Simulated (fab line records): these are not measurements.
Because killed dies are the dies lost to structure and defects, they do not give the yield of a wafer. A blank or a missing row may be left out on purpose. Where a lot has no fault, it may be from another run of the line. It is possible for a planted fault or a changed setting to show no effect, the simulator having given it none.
fab line records / flow sky130
[record] lots = 12 wafers = 36 lastDay = 49
route steps=708 shown LDD_HVP@286 VIA2@521
lots with no fault: from the same line, run without faults
startH: hours from the record's opening day to when the first of the lot's shown wafers began / waitH: hours elapsed since this lot's preceding step / " same as the row above / L1.1+2: one row covering several wafers at once / - no value, or no start given / * or withheld: withheld / < > ~ a bound
route shown NAME@n: NAME is a module with steps in the file, n the number in the route of the first one / usual: the fault-free wafers' mean and standard deviation / same: alike in all rows / chamber/n: place in a boat / sites: per-site readings / _std_site: how widely they spread, as a standard deviation / _edge_site: inner sites' mean taken away from outer sites' mean / radiusMm: how far each site lies from the wafer's centre / mask NAME#n: copy n / behind: the tool/chamber that last shaped the wafer / hold: reason for holding the lot/hours on hold/outcome of the hold / device: which transistor (n, p or np) failed to switch / end of line: the route-end tests of the same wafers / where a step has no rows: the recipe by itself / killed: the dies lost at the first sort to structure and to defects; this is not the yield of the wafer / map: a wafer's dies, x killed, . not, _ none there
set.NAME: the setting as run; set.NAME@STEP: as run at that earlier step / model.NAME: the simulator's own value behind a step, which no gauge read
the route's steps for a sample of lots (tables are steps, rows are wafers)
services: when a tool's chamber went out of use (startH, in hours from the record's first day, below 0 if earlier), for how many hours, and the reason
[[steps]]
[step SKY_LDD_HVP_IMPLANT_08]
[recipe] species = B energyKev = 20 doseCm2 = 1.7e+13 tiltDeg = 17.9
[usual] doseIonsCm2 = 1.7e+13/1.9e+10 faradayCurrentUA = 95.9/1.8
lot.wafer=L509.3 tool=implanter-04 chamber=0 startH=486.91 waitH=0.1 doseIonsCm2=1.6996e+13 faradayCurrentUA=95.7
lot.wafer=L509.4 tool=implanter-04 chamber=0 startH=486.91 waitH=0.1 doseIonsCm2=1.7029e+13 faradayCurrentUA=94.4
lot.wafer=L509.5 tool=implanter-04 chamber=0 startH=486.91 waitH=0.1 doseIonsCm2=1.7015e+13 faradayCurrentUA=92.5
lot.wafer=L511.1 tool=implanter-04 chamber=0 startH=509.69 waitH=0.0 doseIonsCm2=1.6992e+13 faradayCurrentUA=97.2
lot.wafer=L511.3 tool=implanter-04 chamber=0 startH=509.69 waitH=0.0 doseIonsCm2=1.7023e+13 faradayCurrentUA=98.6
lot.wafer=L511.5 tool=implanter-04 chamber=0 startH=509.69 waitH=0.0 doseIonsCm2=1.699e+13 faradayCurrentUA=96.6
lot.wafer=L512.3 tool=implanter-04 chamber=0 startH=529.29 waitH=0.1 doseIonsCm2=1.7016e+13 faradayCurrentUA=97.4
lot.wafer=L512.5 tool=implanter-04 chamber=0 startH=529.29 waitH=0.1 doseIonsCm2=1.701e+13 faradayCurrentUA=95.2
lot.wafer=L512.6 tool=implanter-04 chamber=0 startH=529.29 waitH=0.1 doseIonsCm2=1.7001e+13 faradayCurrentUA=97.0
lot.wafer=L515.2 tool=implanter-01 chamber=0 startH=553.23 waitH=0.0 doseIonsCm2=1.701e+13 faradayCurrentUA=94.2
lot.wafer=L515.3 tool=implanter-01 chamber=0 startH=553.23 waitH=0.0 doseIonsCm2=1.698e+13 faradayCurrentUA=95.6
lot.wafer=L515.6 tool=implanter-01 chamber=0 startH=553.23 waitH=0.0 doseIonsCm2=1.6967e+13 faradayCurrentUA=97.8
lot.wafer=L516.1 tool=implanter-03 chamber=0 startH=559.49 waitH=0.0 doseIonsCm2=1.7014e+13 faradayCurrentUA=95.3
lot.wafer=L516.2 tool=implanter-03 chamber=0 startH=559.49 waitH=0.0 doseIonsCm2=1.6979e+13 faradayCurrentUA=93.8
lot.wafer=L516.4 tool=implanter-03 chamber=0 startH=559.49 waitH=0.0 doseIonsCm2=1.7009e+13 faradayCurrentUA=97.6
lot.wafer=L517.1 tool=implanter-04 chamber=0 startH=572.70 waitH=0.0 doseIonsCm2=1.6977e+13 faradayCurrentUA=93.0
lot.wafer=L517.3 tool=implanter-04 chamber=0 startH=572.70 waitH=0.0 doseIonsCm2=1.6994e+13 faradayCurrentUA=93.3
lot.wafer=L517.6 tool=implanter-04 chamber=0 startH=572.70 waitH=0.0 doseIonsCm2=1.6987e+13 faradayCurrentUA=98.9
lot.wafer=L520.1 tool=implanter-03 chamber=0 startH=598.96 waitH=0.0 doseIonsCm2=1.7013e+13 faradayCurrentUA=99.8
lot.wafer=L520.5 tool=implanter-03 chamber=0 startH=598.96 waitH=0.0 doseIonsCm2=1.7005e+13 faradayCurrentUA=97.8
lot.wafer=L520.6 tool=implanter-03 chamber=0 startH=598.96 waitH=0.0 doseIonsCm2=1.6997e+13 faradayCurrentUA=95.3
lot.wafer=L521.1 tool=implanter-01 chamber=0 startH=604.06 waitH=0.0 doseIonsCm2=1.6997e+13 faradayCurrentUA=96.6
lot.wafer=L521.2 tool=implanter-01 chamber=0 startH=604.06 waitH=0.0 doseIonsCm2=1.7002e+13 faradayCurrentUA=96.8
lot.wafer=L521.5 tool=implanter-01 chamber=0 startH=604.06 waitH=0.0 doseIonsCm2=1.701e+13 faradayCurrentUA=93.7
lot.wafer=L522.2 tool=implanter-01 chamber=0 startH=611.78 waitH=0.0 doseIonsCm2=1.7005e+13 faradayCurrentUA=96.3
lot.wafer=L522.3 tool=implanter-01 chamber=0 startH=611.78 waitH=0.0 doseIonsCm2=1.7024e+13 faradayCurrentUA=98.3
lot.wafer=L522.5 tool=implanter-01 chamber=0 startH=611.78 waitH=0.0 doseIonsCm2=1.7019e+13 faradayCurrentUA=93.1
lot.wafer=L525.1 tool=implanter-01 chamber=0 startH=637.61 waitH=0.0 doseIonsCm2=1.808e+13 faradayCurrentUA=102.1
lot.wafer=L525.4 tool=implanter-01 chamber=0 startH=637.61 waitH=0.0 doseIonsCm2=1.8074e+13 faradayCurrentUA=101.8
lot.wafer=L525.6 tool=implanter-01 chamber=0 startH=637.61 waitH=0.0 doseIonsCm2=1.8077e+13 faradayCurrentUA=98.8
lot.wafer=L526.1 tool=implanter-03 chamber=0 startH=647.30 waitH=0.0 doseIonsCm2=1.6998e+13 faradayCurrentUA=94.3
lot.wafer=L526.2 tool=implanter-03 chamber=0 startH=647.30 waitH=0.0 doseIonsCm2=1.7001e+13 faradayCurrentUA=97.5
lot.wafer=L526.3 tool=implanter-03 chamber=0 startH=647.30 waitH=0.0 doseIonsCm2=1.7016e+13 faradayCurrentUA=96.2
lot.wafer=L528.1 tool=implanter-01 chamber=0 startH=657.75 waitH=0.0 doseIonsCm2=1.8036e+13 faradayCurrentUA=99.8
lot.wafer=L528.2 tool=implanter-01 chamber=0 startH=657.75 waitH=0.0 doseIonsCm2=1.8036e+13 faradayCurrentUA=100.4
lot.wafer=L528.5 tool=implanter-01 chamber=0 startH=657.75 waitH=0.0 doseIonsCm2=1.8032e+13 faradayCurrentUA=104.3
[step SKY_LDD_HVP_TW_MEAS_10]
[usual] LDD_HVP_TW = 452.3/2.4
lot.wafer=L509.3 tool=filmMetro-01 chamber=- startH=487.13 waitH=0.1 LDD_HVP_TW=453.7
lot.wafer=L509.4 tool=filmMetro-01 chamber=- startH=487.13 waitH=0.1 LDD_HVP_TW=452.0
lot.wafer=L509.5 tool=filmMetro-01 chamber=- startH=487.13 waitH=0.1 LDD_HVP_TW=455.4
lot.wafer=L511.1 tool=filmMetro-04 chamber=- startH=509.94 waitH=0.1 LDD_HVP_TW=450.6
lot.wafer=L511.3 tool=filmMetro-04 chamber=- startH=509.94 waitH=0.1 LDD_HVP_TW=450.3
lot.wafer=L511.5 tool=filmMetro-04 chamber=- startH=509.94 waitH=0.1 LDD_HVP_TW=448.4
lot.wafer=L512.3 tool=filmMetro-04 chamber=- startH=529.51 waitH=0.1 LDD_HVP_TW=453.5
lot.wafer=L512.5 tool=filmMetro-04 chamber=- startH=529.51 waitH=0.1 LDD_HVP_TW=449.9
lot.wafer=L512.6 tool=filmMetro-04 chamber=- startH=529.51 waitH=0.1 LDD_HVP_TW=448.2
lot.wafer=L515.2 tool=filmMetro-04 chamber=- startH=553.46 waitH=0.1 LDD_HVP_TW=451.1
lot.wafer=L515.3 tool=filmMetro-04 chamber=- startH=553.46 waitH=0.1 LDD_HVP_TW=450.2
lot.wafer=L515.6 tool=filmMetro-04 chamber=- startH=553.46 waitH=0.1 LDD_HVP_TW=452.0
lot.wafer=L516.1 tool=filmMetro-01 chamber=- startH=559.74 waitH=0.1 LDD_HVP_TW=453.3
lot.wafer=L516.2 tool=filmMetro-01 chamber=- startH=559.74 waitH=0.1 LDD_HVP_TW=455.8
lot.wafer=L516.4 tool=filmMetro-01 chamber=- startH=559.74 waitH=0.1 LDD_HVP_TW=455.1
lot.wafer=L517.1 tool=filmMetro-01 chamber=- startH=572.95 waitH=0.1 LDD_HVP_TW=453.2
lot.wafer=L517.3 tool=filmMetro-01 chamber=- startH=572.95 waitH=0.1 LDD_HVP_TW=452.7
lot.wafer=L517.6 tool=filmMetro-01 chamber=- startH=572.95 waitH=0.1 LDD_HVP_TW=452.1
lot.wafer=L520.1 tool=filmMetro-04 chamber=- startH=599.32 waitH=0.2 LDD_HVP_TW=453.4
lot.wafer=L520.5 tool=filmMetro-04 chamber=- startH=599.32 waitH=0.2 LDD_HVP_TW=448.1
lot.wafer=L520.6 tool=filmMetro-04 chamber=- startH=599.32 waitH=0.2 LDD_HVP_TW=449.6
lot.wafer=L521.1 tool=filmMetro-01 chamber=- startH=604.31 waitH=0.1 LDD_HVP_TW=456.0
lot.wafer=L521.2 tool=filmMetro-01 chamber=- startH=604.31 waitH=0.1 LDD_HVP_TW=452.4
lot.wafer=L521.5 tool=filmMetro-01 chamber=- startH=604.31 waitH=0.1 LDD_HVP_TW=456.0
lot.wafer=L522.2 tool=filmMetro-02 chamber=- startH=612.01 waitH=0.1 LDD_HVP_TW=452.2
lot.wafer=L522.3 tool=filmMetro-02 chamber=- startH=612.01 waitH=0.1 LDD_HVP_TW=449.0
lot.wafer=L522.5 tool=filmMetro-02 chamber=- startH=612.01 waitH=0.1 LDD_HVP_TW=447.6
lot.wafer=L525.1 tool=filmMetro-04 chamber=- startH=637.86 waitH=0.1 LDD_HVP_TW=461.2
lot.wafer=L525.4 tool=filmMetro-04 chamber=- startH=637.86 waitH=0.1 LDD_HVP_TW=460.7
lot.wafer=L525.6 tool=filmMetro-04 chamber=- startH=637.86 waitH=0.1 LDD_HVP_TW=460.9
lot.wafer=L526.1 tool=filmMetro-02 chamber=- startH=647.55 waitH=0.1 LDD_HVP_TW=452.5
lot.wafer=L526.2 tool=filmMetro-02 chamber=- startH=647.55 waitH=0.1 LDD_HVP_TW=451.0
lot.wafer=L526.3 tool=filmMetro-02 chamber=- startH=647.55 waitH=0.1 LDD_HVP_TW=453.2
lot.wafer=L528.1 tool=filmMetro-04 chamber=- startH=658.00 waitH=0.1 LDD_HVP_TW=457.0
lot.wafer=L528.2 tool=filmMetro-04 chamber=- startH=658.00 waitH=0.1 LDD_HVP_TW=458.4
lot.wafer=L528.5 tool=filmMetro-04 chamber=- startH=658.00 waitH=0.1 LDD_HVP_TW=454.7
[step SKY_VIA2_ETCH_14]
[recipe] chemistry = N2/H2 target = BARC ionEnergyEv = 200 sourceW = 500 biasW = 100 pressureMtorr = 30 n2FlowSccm = 100 h2FlowSccm = 200 stopOn = SiO2 timeS = 45.9 targetDepthA = 600
[usual] drypumpMotorCurrentA = 5.7/0.4 oesProductAu = 0.854/0.0051 throttleValvePct = 13.223/0.01
lot.wafer=L509.3 tool=rieDiel-01 chamber=2 startH=841.02 waitH=0.0 drypumpMotorCurrentA=5.4 oesProductAu=0.858 rfHoursCounterH=13 throttleValvePct=13.228
lot.wafer=L509.4 tool=rieDiel-01 chamber=3 startH=841.02 waitH=0.0 drypumpMotorCurrentA=5.6 oesProductAu=0.853 rfHoursCounterH=2 throttleValvePct=13.225
lot.wafer=L509.5 tool=rieDiel-01 chamber=0 startH=841.02 waitH=0.0 drypumpMotorCurrentA=5.6 oesProductAu=0.854 rfHoursCounterH=- throttleValvePct=13.228
lot.wafer=L511.1 tool=rieDiel-01 chamber=0 startH=861.47 waitH=0.0 drypumpMotorCurrentA=5.5 oesProductAu=0.844 rfHoursCounterH=2 throttleValvePct=13.223
lot.wafer=L511.3 tool=rieDiel-01 chamber=2 startH=861.47 waitH=0.0 drypumpMotorCurrentA=5.4 oesProductAu=0.856 rfHoursCounterH=14 throttleValvePct=13.216
lot.wafer=L511.5 tool=rieDiel-01 chamber=0 startH=861.47 waitH=0.0 drypumpMotorCurrentA=5.5 oesProductAu=0.858 rfHoursCounterH=- throttleValvePct=13.210
lot.wafer=L512.3 tool=rieDiel-01 chamber=0 startH=876.68 waitH=0.0 drypumpMotorCurrentA=5.6 oesProductAu=0.862 rfHoursCounterH=3 throttleValvePct=13.222
lot.wafer=L512.5 tool=rieDiel-01 chamber=3 startH=876.68 waitH=0.0 drypumpMotorCurrentA=5.6 oesProductAu=0.853 rfHoursCounterH=- throttleValvePct=13.209
lot.wafer=L512.6 tool=rieDiel-01 chamber=0 startH=876.68 waitH=0.0 drypumpMotorCurrentA=5.6 oesProductAu=0.852 rfHoursCounterH=- throttleValvePct=13.221
lot.wafer=L515.2 tool=rieDiel-01 chamber=2 startH=894.22 waitH=0.0 drypumpMotorCurrentA=5.4 oesProductAu=0.864 rfHoursCounterH=15 throttleValvePct=13.230
lot.wafer=L515.3 tool=rieDiel-01 chamber=1 startH=894.22 waitH=0.0 drypumpMotorCurrentA=5.7 oesProductAu=0.852 rfHoursCounterH=13 throttleValvePct=13.230
lot.wafer=L515.6 tool=rieDiel-01 chamber=0 startH=894.22 waitH=0.0 drypumpMotorCurrentA=5.6 oesProductAu=0.850 rfHoursCounterH=- throttleValvePct=13.227
lot.wafer=L516.1 tool=rieDiel-02 chamber=1 startH=901.41 waitH=0.0 drypumpMotorCurrentA=6.3 oesProductAu=0.846 rfHoursCounterH=13 throttleValvePct=13.232
lot.wafer=L516.2 tool=rieDiel-02 chamber=3 startH=901.41 waitH=0.0 drypumpMotorCurrentA=6.0 oesProductAu=0.843 rfHoursCounterH=3 throttleValvePct=13.228
lot.wafer=L516.4 tool=rieDiel-02 chamber=0 startH=901.41 waitH=0.0 drypumpMotorCurrentA=6.8 oesProductAu=0.850 rfHoursCounterH=8 throttleValvePct=13.244
lot.wafer=L517.1 tool=rieDiel-03 chamber=3 startH=922.63 waitH=0.0 drypumpMotorCurrentA=5.5 oesProductAu=0.850 rfHoursCounterH=7 throttleValvePct=13.225
lot.wafer=L517.3 tool=rieDiel-03 chamber=0 startH=922.63 waitH=0.0 drypumpMotorCurrentA=6.0 oesProductAu=0.856 rfHoursCounterH=10 throttleValvePct=13.235
lot.wafer=L517.6 tool=rieDiel-03 chamber=2 startH=922.63 waitH=0.0 drypumpMotorCurrentA=5.4 oesProductAu=0.857 rfHoursCounterH=- throttleValvePct=13.221
lot.wafer=L520.1 tool=rieDiel-02 chamber=1 startH=932.43 waitH=0.0 drypumpMotorCurrentA=6.3 oesProductAu=0.854 rfHoursCounterH=14 throttleValvePct=13.229
lot.wafer=L520.5 tool=rieDiel-02 chamber=3 startH=932.43 waitH=0.0 drypumpMotorCurrentA=6.0 oesProductAu=0.857 rfHoursCounterH=- throttleValvePct=13.210
lot.wafer=L520.6 tool=rieDiel-02 chamber=0 startH=932.43 waitH=0.0 drypumpMotorCurrentA=6.7 oesProductAu=0.858 rfHoursCounterH=- throttleValvePct=13.208
lot.wafer=L521.1 tool=rieDiel-01 chamber=0 startH=938.78 waitH=0.0 drypumpMotorCurrentA=5.6 oesProductAu=0.855 rfHoursCounterH=5 throttleValvePct=13.225
lot.wafer=L521.2 tool=rieDiel-01 chamber=3 startH=938.78 waitH=0.0 drypumpMotorCurrentA=5.6 oesProductAu=0.850 rfHoursCounterH=5 throttleValvePct=13.238
lot.wafer=L521.5 tool=rieDiel-01 chamber=0 startH=938.78 waitH=0.0 drypumpMotorCurrentA=5.5 oesProductAu=0.851 rfHoursCounterH=- throttleValvePct=13.219
lot.wafer=L522.2 tool=rieDiel-01 chamber=0 startH=943.33 waitH=0.0 drypumpMotorCurrentA=5.5 oesProductAu=0.856 rfHoursCounterH=5 throttleValvePct=13.223
lot.wafer=L522.3 tool=rieDiel-01 chamber=1 startH=943.33 waitH=0.0 drypumpMotorCurrentA=5.7 oesProductAu=0.855 rfHoursCounterH=15 throttleValvePct=13.222
lot.wafer=L522.5 tool=rieDiel-01 chamber=1 startH=943.33 waitH=0.0 drypumpMotorCurrentA=5.6 oesProductAu=0.854 rfHoursCounterH=- throttleValvePct=13.221
lot.wafer=L525.1 tool=rieDiel-02 chamber=2 startH=967.72 waitH=0.0 drypumpMotorCurrentA=5.9 oesProductAu=0.851 rfHoursCounterH=6 throttleValvePct=13.221
lot.wafer=L525.4 tool=rieDiel-02 chamber=3 startH=967.72 waitH=0.0 drypumpMotorCurrentA=6.0 oesProductAu=0.852 rfHoursCounterH=4 throttleValvePct=13.228
lot.wafer=L525.6 tool=rieDiel-02 chamber=1 startH=967.72 waitH=0.0 drypumpMotorCurrentA=6.3 oesProductAu=0.850 rfHoursCounterH=- throttleValvePct=13.234
lot.wafer=L526.1 tool=rieDiel-01 chamber=1 startH=975.48 waitH=0.0 drypumpMotorCurrentA=5.7 oesProductAu=0.855 rfHoursCounterH=16 throttleValvePct=13.215
lot.wafer=L526.2 tool=rieDiel-01 chamber=0 startH=975.48 waitH=0.0 drypumpMotorCurrentA=5.6 oesProductAu=0.859 rfHoursCounterH=6 throttleValvePct=13.224
lot.wafer=L526.3 tool=rieDiel-01 chamber=3 startH=975.48 waitH=0.0 drypumpMotorCurrentA=5.6 oesProductAu=0.852 rfHoursCounterH=6 throttleValvePct=13.226
lot.wafer=L528.1 tool=rieDiel-02 chamber=3 startH=984.82 waitH=0.0 drypumpMotorCurrentA=6.0 oesProductAu=0.857 rfHoursCounterH=5 throttleValvePct=13.203
lot.wafer=L528.2 tool=rieDiel-02 chamber=1 startH=984.82 waitH=0.0 drypumpMotorCurrentA=6.3 oesProductAu=0.850 rfHoursCounterH=15 throttleValvePct=13.215
lot.wafer=L528.5 tool=rieDiel-02 chamber=1 startH=984.82 waitH=0.0 drypumpMotorCurrentA=6.3 oesProductAu=0.853 rfHoursCounterH=- throttleValvePct=13.228
[step SKY_VIA2_SPUTTER_20]
[recipe] material = TiN targetThkNm = 20 chamberPressurePa = 5 powerW = 4000 timeS = 80
[usual] throttleValvePct = 30.0/0.99
lot.wafer=L509.3 tool=pvdSputter-04 chamber=- startH=841.81 waitH=0.0 throttleValvePct=30.2
lot.wafer=L509.4 tool=pvdSputter-04 chamber=- startH=841.81 waitH=0.0 throttleValvePct=28.4
lot.wafer=L509.5 tool=pvdSputter-04 chamber=- startH=841.81 waitH=0.0 throttleValvePct=29.9
lot.wafer=L511.1 tool=pvdSputter-01 chamber=- startH=862.17 waitH=0.0 throttleValvePct=28.7
lot.wafer=L511.3 tool=pvdSputter-01 chamber=- startH=862.17 waitH=0.0 throttleValvePct=30.4
lot.wafer=L511.5 tool=pvdSputter-01 chamber=- startH=862.17 waitH=0.0 throttleValvePct=28.9
lot.wafer=L512.3 tool=pvdSputter-04 chamber=- startH=877.39 waitH=0.0 throttleValvePct=28.6
lot.wafer=L512.5 tool=pvdSputter-04 chamber=- startH=877.39 waitH=0.0 throttleValvePct=29.3
lot.wafer=L512.6 tool=pvdSputter-04 chamber=- startH=877.39 waitH=0.0 throttleValvePct=31.4
lot.wafer=L515.2 tool=pvdSputter-01 chamber=- startH=894.92 waitH=0.0 throttleValvePct=29.1
lot.wafer=L515.3 tool=pvdSputter-01 chamber=- startH=894.92 waitH=0.0 throttleValvePct=30.1
lot.wafer=L515.6 tool=pvdSputter-01 chamber=- startH=894.92 waitH=0.0 throttleValvePct=29.6
lot.wafer=L516.1 tool=pvdSputter-01 chamber=- startH=902.11 waitH=0.0 throttleValvePct=28.4
lot.wafer=L516.2 tool=pvdSputter-01 chamber=- startH=902.11 waitH=0.0 throttleValvePct=29.5
lot.wafer=L516.4 tool=pvdSputter-01 chamber=- startH=902.11 waitH=0.0 throttleValvePct=31.7
lot.wafer=L517.1 tool=pvdSputter-03 chamber=- startH=923.33 waitH=0.0 throttleValvePct=30.8
lot.wafer=L517.3 tool=pvdSputter-03 chamber=- startH=923.33 waitH=0.0 throttleValvePct=30.9
lot.wafer=L517.6 tool=pvdSputter-03 chamber=- startH=923.33 waitH=0.0 throttleValvePct=31.0
lot.wafer=L520.1 tool=pvdSputter-03 chamber=- startH=933.14 waitH=0.0 throttleValvePct=29.6
lot.wafer=L520.5 tool=pvdSputter-03 chamber=- startH=933.14 waitH=0.0 throttleValvePct=30.9
lot.wafer=L520.6 tool=pvdSputter-03 chamber=- startH=933.14 waitH=0.0 throttleValvePct=30.9
lot.wafer=L521.1 tool=pvdSputter-04 chamber=- startH=939.48 waitH=0.0 throttleValvePct=30.3
lot.wafer=L521.2 tool=pvdSputter-04 chamber=- startH=939.48 waitH=0.0 throttleValvePct=31.2
lot.wafer=L521.5 tool=pvdSputter-04 chamber=- startH=939.48 waitH=0.0 throttleValvePct=28.4
lot.wafer=L522.2 tool=pvdSputter-03 chamber=- startH=944.07 waitH=0.0 throttleValvePct=29.7
lot.wafer=L522.3 tool=pvdSputter-03 chamber=- startH=944.07 waitH=0.0 throttleValvePct=29.4
lot.wafer=L522.5 tool=pvdSputter-03 chamber=- startH=944.07 waitH=0.0 throttleValvePct=29.5
lot.wafer=L525.1 tool=pvdSputter-01 chamber=- startH=968.51 waitH=0.0 throttleValvePct=29.3
lot.wafer=L525.4 tool=pvdSputter-01 chamber=- startH=968.51 waitH=0.0 throttleValvePct=28.4
lot.wafer=L525.6 tool=pvdSputter-01 chamber=- startH=968.51 waitH=0.0 throttleValvePct=32.0
lot.wafer=L526.1 tool=pvdSputter-03 chamber=- startH=976.19 waitH=0.0 throttleValvePct=30.7
lot.wafer=L526.2 tool=pvdSputter-03 chamber=- startH=976.19 waitH=0.0 throttleValvePct=29.9
lot.wafer=L526.3 tool=pvdSputter-03 chamber=- startH=976.19 waitH=0.0 throttleValvePct=29.4
lot.wafer=L528.1 tool=pvdSputter-04 chamber=- startH=985.53 waitH=0.0 throttleValvePct=30.2
lot.wafer=L528.2 tool=pvdSputter-04 chamber=- startH=985.53 waitH=0.0 throttleValvePct=31.2
lot.wafer=L528.5 tool=pvdSputter-04 chamber=- startH=985.53 waitH=0.0 throttleValvePct=29.2
[step SKY_VIA2_CVD_21]
[recipe] material = W targetThkNm = 420 timeS = 126.4 tempC = 400 pressureTorr = 40
[usual] heaterPowerW = 843/150 susceptorTempC = 400.05/0.23
lot.wafer=L509.3 tool=cvdW-01 chamber=0 startH=841.91 waitH=0.1 heaterPowerW=869 susceptorTempC=400.32
lot.wafer=L509.4 tool=cvdW-01 chamber=1 startH=841.91 waitH=0.1 heaterPowerW=675 susceptorTempC=400.23
lot.wafer=L509.5 tool=cvdW-01 chamber=1 startH=841.91 waitH=0.1 heaterPowerW=653 susceptorTempC=400.04
lot.wafer=L511.1 tool=cvdW-02 chamber=1 startH=862.23 waitH=0.0 heaterPowerW=756 susceptorTempC=400.63
lot.wafer=L511.3 tool=cvdW-02 chamber=1 startH=862.23 waitH=0.0 heaterPowerW=767 susceptorTempC=400.29
lot.wafer=L511.5 tool=cvdW-02 chamber=1 startH=862.23 waitH=0.0 heaterPowerW=762 susceptorTempC=400.40
lot.wafer=L512.3 tool=cvdW-02 chamber=0 startH=877.49 waitH=0.1 heaterPowerW=1056 susceptorTempC=399.78
lot.wafer=L512.5 tool=cvdW-02 chamber=0 startH=877.49 waitH=0.1 heaterPowerW=1061 susceptorTempC=400.06
lot.wafer=L512.6 tool=cvdW-02 chamber=1 startH=877.49 waitH=0.1 heaterPowerW=742 susceptorTempC=400.02
lot.wafer=L515.2 tool=cvdW-01 chamber=0 startH=894.98 waitH=0.0 heaterPowerW=887 susceptorTempC=400.34
lot.wafer=L515.3 tool=cvdW-01 chamber=0 startH=894.98 waitH=0.0 heaterPowerW=915 susceptorTempC=400.05
lot.wafer=L515.6 tool=cvdW-01 chamber=0 startH=894.98 waitH=0.0 heaterPowerW=905 susceptorTempC=400.06
lot.wafer=L516.1 tool=cvdW-02 chamber=1 startH=902.17 waitH=0.0 heaterPowerW=754 susceptorTempC=400.02
lot.wafer=L516.2 tool=cvdW-02 chamber=0 startH=902.17 waitH=0.0 heaterPowerW=1040 susceptorTempC=400.08
lot.wafer=L516.4 tool=cvdW-02 chamber=1 startH=902.17 waitH=0.0 heaterPowerW=753 susceptorTempC=400.47
lot.wafer=L517.1 tool=cvdW-02 chamber=1 startH=923.39 waitH=0.0 heaterPowerW=700 susceptorTempC=399.94
lot.wafer=L517.3 tool=cvdW-02 chamber=0 startH=923.39 waitH=0.0 heaterPowerW=1046 susceptorTempC=400.04
lot.wafer=L517.6 tool=cvdW-02 chamber=1 startH=923.39 waitH=0.0 heaterPowerW=718 susceptorTempC=400.11
lot.wafer=L520.1 tool=cvdW-02 chamber=1 startH=933.20 waitH=0.0 heaterPowerW=721 susceptorTempC=399.97
lot.wafer=L520.5 tool=cvdW-02 chamber=0 startH=933.20 waitH=0.0 heaterPowerW=1018 susceptorTempC=400.06
lot.wafer=L520.6 tool=cvdW-02 chamber=1 startH=933.20 waitH=0.0 heaterPowerW=733 susceptorTempC=400.22
lot.wafer=L521.1 tool=cvdW-01 chamber=1 startH=939.54 waitH=0.0 heaterPowerW=658 susceptorTempC=399.61
lot.wafer=L521.2 tool=cvdW-01 chamber=0 startH=939.54 waitH=0.0 heaterPowerW=919 susceptorTempC=399.90
lot.wafer=L521.5 tool=cvdW-01 chamber=0 startH=939.54 waitH=0.0 heaterPowerW=916 susceptorTempC=400.09
lot.wafer=L522.2 tool=cvdW-02 chamber=0 startH=944.13 waitH=0.0 heaterPowerW=1018 susceptorTempC=399.92
lot.wafer=L522.3 tool=cvdW-02 chamber=1 startH=944.13 waitH=0.0 heaterPowerW=711 susceptorTempC=400.35
lot.wafer=L522.5 tool=cvdW-02 chamber=0 startH=944.13 waitH=0.0 heaterPowerW=1033 susceptorTempC=400.14
lot.wafer=L525.1 tool=cvdW-02 chamber=1 startH=968.57 waitH=0.0 heaterPowerW=716 susceptorTempC=400.51
lot.wafer=L525.4 tool=cvdW-02 chamber=1 startH=968.57 waitH=0.0 heaterPowerW=728 susceptorTempC=400.36
lot.wafer=L525.6 tool=cvdW-02 chamber=1 startH=968.57 waitH=0.0 heaterPowerW=729 susceptorTempC=400.30
lot.wafer=L526.1 tool=cvdW-01 chamber=1 startH=976.26 waitH=0.0 heaterPowerW=657 susceptorTempC=400.03
lot.wafer=L526.2 tool=cvdW-01 chamber=0 startH=976.26 waitH=0.0 heaterPowerW=899 susceptorTempC=399.72
lot.wafer=L526.3 tool=cvdW-01 chamber=0 startH=976.26 waitH=0.0 heaterPowerW=889 susceptorTempC=400.09
lot.wafer=L528.1 tool=cvdW-02 chamber=0 startH=985.59 waitH=0.0 heaterPowerW=1037 susceptorTempC=400.25
lot.wafer=L528.2 tool=cvdW-02 chamber=1 startH=985.59 waitH=0.0 heaterPowerW=730 susceptorTempC=400.08
lot.wafer=L528.5 tool=cvdW-02 chamber=1 startH=985.59 waitH=0.0 heaterPowerW=733 susceptorTempC=400.28
[[services]]
tool=rieDiel-01 chamber=1 startH=469.77 hours=4.8 kind=repair
tool=implanter-01 chamber=- startH=546.55 hours=6.4 kind=repair
tool=cvdW-02 chamber=- startH=550.75 hours=28.1 kind=pm
tool=rieDiel-01 chamber=- startH=593.50 hours=1.2 kind=repair
tool=cvdW-02 chamber=- startH=630.89 hours=1.8 kind=repair
tool=implanter-01 chamber=- startH=638.06 hours=7.6 kind=repair
tool=rieDiel-01 chamber=3 startH=641.79 hours=8.6 kind=repair
tool=implanter-01 chamber=- startH=660.36 hours=6.4 kind=pm
tool=rieDiel-01 chamber=0 startH=666.30 hours=5.0 kind=repair
tool=rieDiel-01 chamber=2 startH=676.36 hours=3.9 kind=repair
tool=rieDiel-01 chamber=0 startH=680.42 hours=3.5 kind=repair
tool=rieDiel-01 chamber=3 startH=708.00 hours=5.0 kind=repair
tool=cvdW-02 chamber=- startH=733.04 hours=1.5 kind=repair
tool=implanter-01 chamber=- startH=759.83 hours=2.2 kind=repair
tool=implanter-01 chamber=- startH=774.24 hours=0.7 kind=repair
tool=implanter-01 chamber=- startH=812.40 hours=1.4 kind=repair
tool=cvdW-02 chamber=- startH=820.79 hours=0.7 kind=repair
tool=rieDiel-01 chamber=3 startH=824.57 hours=10.7 kind=repair
tool=implanter-01 chamber=- startH=865.17 hours=3.9 kind=pm
tool=implanter-01 chamber=- startH=876.01 hours=3.7 kind=repair
tool=rieDiel-01 chamber=3 startH=891.73 hours=8.0 kind=repair
tool=cvdW-02 chamber=- startH=904.00 hours=14.0 kind=pm
tool=implanter-01 chamber=- startH=921.76 hours=2.7 kind=repair
tool=rieDiel-01 chamber=- startH=925.35 hours=2.8 kind=pm
[[key]]
[firstSign] step = SKY_LDD_HVP_IMPLANT_08 reading = doseIonsCm2 direction = up sigmas = 57 usual = * struck = *
[effect] step = SKY_LDD_HVP_IMPLANT_08 reading = faradayCurrentUA direction = up sigmas = 3 usual = 95.9 struck = 101.2
[effect] step = SKY_LDD_HVP_TW_MEAS_10 reading = LDD_HVP_TW direction = up sigmas = 2.8 usual = 452.3 struck = 458.8
metAt SKY_LDD_HVP_IMPLANT_08
struckLots L525,L528
testerLeftOut L525,L528
notActingAt SKY_VIA2_ETCH_14,SKY_VIA2_SPUTTER_20,SKY_VIA2_CVD_21
onsetBetween 611.78 637.61
[fault] kind = processParameterDrift tool = implanter-01 chamber = - onsetH = 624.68 steps = SKY_LDD_HVP_IMPLANT_08 channel = doseCm2 offset = * shape = step endH = 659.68 actsIn = * stated = *
// testerLeftOut: of these lots the tester's yield and bins aren't shown, on N5 and GAA mostly nor the transistor test; their killed dies are dies lost to structure and defects alone, not to doping, threshold or leakage, so they don't give the yield
